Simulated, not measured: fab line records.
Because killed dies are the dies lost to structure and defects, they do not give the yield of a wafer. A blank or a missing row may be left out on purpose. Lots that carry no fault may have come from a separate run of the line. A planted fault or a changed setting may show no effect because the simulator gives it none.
Split-lot study :: flow sfqLine :: 23 wafers read from 5 lots, route of 325 steps

THE SPLIT ITSELF
At SFQ_TRILAYER_A5C_DEP_PECVD_142 (deposits SiO2 from SiH4/N2O, time 15.556 s, target thk 70 nm), the setting timeS was moved away from the recipe's 15.556 s on 12 of the 23 wafers read, by -7.6% to +11.4%. This setting was run at the recipe's value on the other wafers.

FROM THE SPLIT TO THE READING: what the file shows between them, 2 steps
- SFQ_TRILAYER_I5_ETCH_VIA_ETCH_147: etches the open film in CHF3, stops on Nb, target depth 360 nm (also split here: biasW)
- SFQ_TRILAYER_C5_BARC_OPEN_VIA_ETCH_210: etches BARC in O2, target depth 125 nm, time 41.7 s (also split here: sourceW)

THE READING
oesProductAu, in a.u., at SFQ_TRILAYER_C5_ETCH_VIA_ETCH_154 (etches SiO2 in CHF3, stops on Nb, target depth 84 nm). On this fab line, fault-free wafers typically give 0.898 a.u. with a standard deviation of 0.0088 a.u.

wafer: L074.1
tool, chamber at the split: pecvd-02, 2
timeS as run, s: 14.38
against the recipe: -7.6%
oesProductAu, a.u.: 0.858
against lot-mates on the recipe: -0.039

wafer: L074.2
tool, chamber at the split: pecvd-02, 0
timeS as run, s: 14.38
against the recipe: -7.6%
oesProductAu, a.u.: 0.859
against lot-mates on the recipe: -0.038

wafer: L074.4
tool, chamber at the split: pecvd-02, 0
timeS as run, s: 14.38
against the recipe: -7.6%
oesProductAu, a.u.: 0.862
against lot-mates on the recipe: -0.035

wafer: L074.5
tool, chamber at the split: pecvd-02, 1
timeS as run, s: 15.556
against the recipe: recipe
oesProductAu, a.u.: 0.897
against lot-mates on the recipe: -

wafer: L074.6
tool, chamber at the split: pecvd-02, 2
timeS as run, s: 15.556
against the recipe: recipe
oesProductAu, a.u.: 0.897
against lot-mates on the recipe: -

wafer: L075.1
tool, chamber at the split: pecvd-01, 1
timeS as run, s: 15.556
against the recipe: recipe
oesProductAu, a.u.: 0.891
against lot-mates on the recipe: -

wafer: L075.2
tool, chamber at the split: pecvd-01, 2
timeS as run, s: 16.66
against the recipe: +7.1%
oesProductAu, a.u.: 0.941
against lot-mates on the recipe: +0.042

wafer: L075.3
tool, chamber at the split: pecvd-01, 0
timeS as run, s: 16.66
against the recipe: +7.1%
oesProductAu, a.u.: 0.928
against lot-mates on the recipe: +0.029

wafer: L075.4
tool, chamber at the split: pecvd-01, 2
timeS as run, s: 16.66
against the recipe: +7.1%
oesProductAu, a.u.: 0.953
against lot-mates on the recipe: +0.054

wafer: L075.6
tool, chamber at the split: pecvd-01, 1
timeS as run, s: 15.556
against the recipe: recipe
oesProductAu, a.u.: 0.907
against lot-mates on the recipe: -

wafer: L080.1
tool, chamber at the split: pecvd-01, 0
timeS as run, s: 14.71
against the recipe: -5.4%
oesProductAu, a.u.: 0.851
against lot-mates on the recipe: -0.054

wafer: L080.2
tool, chamber at the split: pecvd-01, 2
timeS as run, s: 14.71
against the recipe: -5.4%
oesProductAu, a.u.: 0.871
against lot-mates on the recipe: -0.034

wafer: L080.4
tool, chamber at the split: pecvd-01, 2
timeS as run, s: 15.556
against the recipe: recipe
oesProductAu, a.u.: 0.908
against lot-mates on the recipe: -

wafer: L080.5
tool, chamber at the split: pecvd-01, 1
timeS as run, s: 14.71
against the recipe: -5.4%
oesProductAu, a.u.: 0.874
against lot-mates on the recipe: -0.031

wafer: L080.6
tool, chamber at the split: pecvd-01, 0
timeS as run, s: 15.556
against the recipe: recipe
oesProductAu, a.u.: 0.901
against lot-mates on the recipe: -

wafer: L083.3
tool, chamber at the split: pecvd-02, 0
timeS as run, s: 15.556
against the recipe: recipe
oesProductAu, a.u.: 0.888
against lot-mates on the recipe: -

wafer: L083.4
tool, chamber at the split: pecvd-02, 2
timeS as run, s: 15.556
against the recipe: recipe
oesProductAu, a.u.: 0.901
against lot-mates on the recipe: -

wafer: L083.6
tool, chamber at the split: pecvd-02, 0
timeS as run, s: 15.556
against the recipe: recipe
oesProductAu, a.u.: 0.895
against lot-mates on the recipe: -

wafer: L085.2
tool, chamber at the split: pecvd-01, 2
timeS as run, s: 15.556
against the recipe: recipe
oesProductAu, a.u.: 0.891
against lot-mates on the recipe: -

wafer: L085.3
tool, chamber at the split: pecvd-01, 1
timeS as run, s: 15.556
against the recipe: recipe
oesProductAu, a.u.: 0.882
against lot-mates on the recipe: -

wafer: L085.4
tool, chamber at the split: pecvd-01, 1
timeS as run, s: 17.33
against the recipe: +11.4%
oesProductAu, a.u.: 0.956
against lot-mates on the recipe: +0.069

wafer: L085.5
tool, chamber at the split: pecvd-01, 0
timeS as run, s: 17.33
against the recipe: +11.4%
oesProductAu, a.u.: 0.957
against lot-mates on the recipe: +0.070

wafer: L085.6
tool, chamber at the split: pecvd-01, 2
timeS as run, s: 17.33
against the recipe: +11.4%
oesProductAu, a.u.: 0.964
against lot-mates on the recipe: +0.077

THE FIT
A straight line over all 23 wafers: oesProductAu changes by +0.0055 a.u. for each +1% of timeS; r = +0.97; the points scatter about the line by 0.0083 a.u.
The same after taking each lot's own level away (the mean of its wafers on the recipe; 23 wafers): +0.00604 a.u. for each +1%; r = +0.98; scatter 0.0079 a.u.
The reading moves by 0.069 a.u. for the largest change in timeS, on that fit.
Across the lots, their own levels run from 0.8865 to 0.9045 a.u., a range of 2.0 times the standard deviation given above.
Consequently the slope shifts little with the lot-to-lot level, the two slopes agreeing.
Check: for one of the wafers moved furthest among these (+11.4%), held out of the fit, the line's prediction against its lot-mates is +0.0695 a.u. It came out at +0.0695 a.u. against them.

ADDITIONAL SPLITS CARRIED BY THESE WAFERS
Note: prior to the reading, these wafers also went through further splits. Each is held against what the fit with the lots' levels taken away leaves over:
other split on the same wafers: SFQ_TRILAYER_I5_ETCH_VIA_ETCH_147 biasW
wafers away from the commonest value: 10
r with oesProductAu (lot level and that fit taken away): -0.13

other split on the same wafers: SFQ_TRILAYER_C5_BARC_OPEN_VIA_ETCH_210 sourceW
wafers away from the commonest value: 5
r with oesProductAu (lot level and that fit taken away): -0.54

THE WHOLE CHAIN: every reading that the file lists as answering this split, in the file's order
step: SFQ_TRILAYER_A5C_DEP_PECVD_142
what it does: deposits SiO2 from SiH4/N2O, time 15.556 s, target thk 70 nm
reading: SiO2_of_TRILAYER_A5C_DEP_PECVD_142.thkNm (the simulator's own value, which no gauge read)
change (the file's fit): +0.791 nm for each +1% of the setting
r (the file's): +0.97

step: SFQ_TRILAYER_I5_ETCH_VIA_ETCH_147
what it does: etches the open film in CHF3, stops on Nb, target depth 360 nm
reading: etch.depthNm (the simulator's own value, which no gauge read)
change (the file's fit): +1.44 nm for each +1% of the setting
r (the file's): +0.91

step: SFQ_TRILAYER_C5_ETCH_VIA_ETCH_154
what it does: etches SiO2 in CHF3, stops on Nb, target depth 84 nm
reading: oesProductAu
change (the file's fit): +0.00604 a.u. for each +1% of the setting
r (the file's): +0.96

step: SFQ_TRILAYER_C5_ETCH_VIA_ETCH_154
what it does: etches SiO2 in CHF3, stops on Nb, target depth 84 nm
reading: etch.depthNm (the simulator's own value, which no gauge read)
change (the file's fit): +0.855 nm for each +1% of the setting
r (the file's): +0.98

step: SFQ_TRILAYER_C5_ETCH_VIA_ETCH_154
what it does: etches SiO2 in CHF3, stops on Nb, target depth 84 nm
reading: C5.featureDepthNm (the simulator's own value, which no gauge read)
change (the file's fit): +0.791 nm for each +1% of the setting
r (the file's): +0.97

FILE'S OWN FIT
oesProductAu changes by +0.00604 a.u. for each +1% of timeS, r = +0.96.
